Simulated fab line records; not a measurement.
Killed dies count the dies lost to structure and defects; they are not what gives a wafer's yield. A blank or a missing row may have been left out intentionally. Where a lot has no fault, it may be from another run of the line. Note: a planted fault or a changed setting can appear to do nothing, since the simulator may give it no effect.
Which tool was responsible?    flow sky130    45 wafers from 15 lots sampled at 3 of the route's 708 steps

WHAT THE GAUGES SHOWED, per wafer
SKY_METAL4_OVL_MEAS_14. Usual: METAL4_OVL typically reads -2 nm, with standard deviation 5.6.
lot   measured      on          METAL4_OVL (nm)  flag
L585  day 41 15:52  overlay-01  7 -3 6           
L586  day 41 20:01  overlay-01  -1 2 -2          
L587  day 41 21:40  overlay-02  -5 -10 2         
L588  day 42 14:28  overlay-01  -1 4 -1          
L590  day 43 11:10  overlay-02  -3 2 -8          
L591  day 43 13:07  overlay-02  7 7 9            
L595  day 44 18:01  overlay-02  3 -2 6           
L594  day 44 18:16  overlay-01  8 3 -2           
L596  day 44 23:01  overlay-02  -6 -5 -10        
L597  day 45 04:10  overlay-02  -5 -1 -7         
L598  day 45 06:51  overlay-01  -16 -11 -5       
L600  day 45 17:46  overlay-01  8 3 0            
L601  day 45 19:31  overlay-02  6 4 6            
L602  day 46 07:22  overlay-01  -3 -7 -9         
L603  day 46 08:21  overlay-02  -5 -3 -4         

SKY_METAL5_RS_MEAS_05: uses a four-point probe to measure. Usual: METAL5_ALCU_RS typically reads 0.0271 ohm/sq, with standard deviation 0.00037.
lot   measured      on            METAL5_ALCU_RS (ohm/sq)  flag
L585  day 42 17:38  filmMetro-04  0.0271 0.0271 0.0271     
L586  day 42 21:56  filmMetro-04  0.0264 0.0264 0.0268     
L587  day 43 00:11  filmMetro-03  0.0266 0.0272 0.0268     
L588  day 43 16:46  filmMetro-03  0.0275 0.0277 0.0277     
L590  day 44 12:14  filmMetro-02  0.0270 0.0271 0.0268     
L591  day 44 14:28  filmMetro-02  0.0270 0.0276 0.0273     
L595  day 45 18:08  filmMetro-04  0.0266 0.0269 0.0267     
L594  day 45 18:39  filmMetro-04  0.0263 0.0268 0.0265     
L596  day 45 23:25  filmMetro-02  0.0275 0.0276 0.0276     
L597  day 46 03:51  filmMetro-03  0.0273 0.0275 0.0272     
L598  day 46 06:44  filmMetro-02  0.0270 0.0269 0.0271     
L600  day 46 17:41  filmMetro-04  0.0272 0.0268 0.0270     
L601  day 46 19:05  filmMetro-04  0.0268 0.0269 0.0267     
L602  day 47 06:13  filmMetro-04  0.0276 0.0274 0.0277     
L603  day 47 06:47  filmMetro-04  0.0267 0.0270 0.0274     

WHICH TOOL RAN EACH LOT (tool, then ch and the chambers of the sampled wafers, then the start)
lot   SKY_METAL5_SPUTTER_04
L585  pvdSputter-04, day 42 17:34
L586  pvdSputter-02, day 42 21:53
L587  pvdSputter-02, day 43 00:07
L588  pvdSputter-04, day 43 16:41
L590  pvdSputter-03, day 44 12:12
L591  pvdSputter-03, day 44 14:25
L595  pvdSputter-02, day 45 18:03
L594  pvdSputter-03, day 45 18:35
L596  pvdSputter-04, day 45 23:22
L597  pvdSputter-04, day 46 03:48
L598  pvdSputter-04, day 46 06:41
L600  pvdSputter-04, day 46 17:35
L601  pvdSputter-04, day 46 19:01
L602  pvdSputter-04, day 47 06:11
L603  pvdSputter-03, day 47 06:44
- SKY_METAL5_SPUTTER_04: material TiN, target thk 70 nm, time 58.3 s.

AS READ BY THE TOOLS THEMSELVES (means over the sampled wafers that have a number; for cases with no such wafer, the mark the record gives instead)
SKY_METAL5_SPUTTER_04. Usual: throttleValvePct reads 30.5 % (standard deviation 0.9).
lot   tool           throttleValvePct (%)  flag
L585  pvdSputter-04  30.2                  
L586  pvdSputter-02  30.8                  
L587  pvdSputter-02  30.5                  
L588  pvdSputter-04  30.7                  
L590  pvdSputter-03  29.1                  
L591  pvdSputter-03  30.4                  
L595  pvdSputter-02  30.5                  
L594  pvdSputter-03  29.0                  
L596  pvdSputter-04  30.2                  
L597  pvdSputter-04  30.6                  
L598  pvdSputter-04  30.5                  
L600  pvdSputter-04  30.6                  
L601  pvdSputter-04  30.1                  
L602  pvdSputter-04  30.8                  
L603  pvdSputter-03  30.1                  

THE ANSWER, worked out from the rows above alone
Rule: a lot counts as off when the mean over its wafers that have a number is more than 3 standard deviations away from the usual mean. A lot without any number at a reading at which 4 lots or more have one is off too. Any other lot the step has rows for is counted as sound. After the gauges, taken in route order, come the tools' own readings; for these a lot's mean is taken, as printed above. At the first step where some lot is off, the reading lying furthest off is the one used; lots without a number count as furthest.
No lot is off on any of the readings shown, so nothing can be concluded from this.

WHAT THE SIMULATOR PUT IN
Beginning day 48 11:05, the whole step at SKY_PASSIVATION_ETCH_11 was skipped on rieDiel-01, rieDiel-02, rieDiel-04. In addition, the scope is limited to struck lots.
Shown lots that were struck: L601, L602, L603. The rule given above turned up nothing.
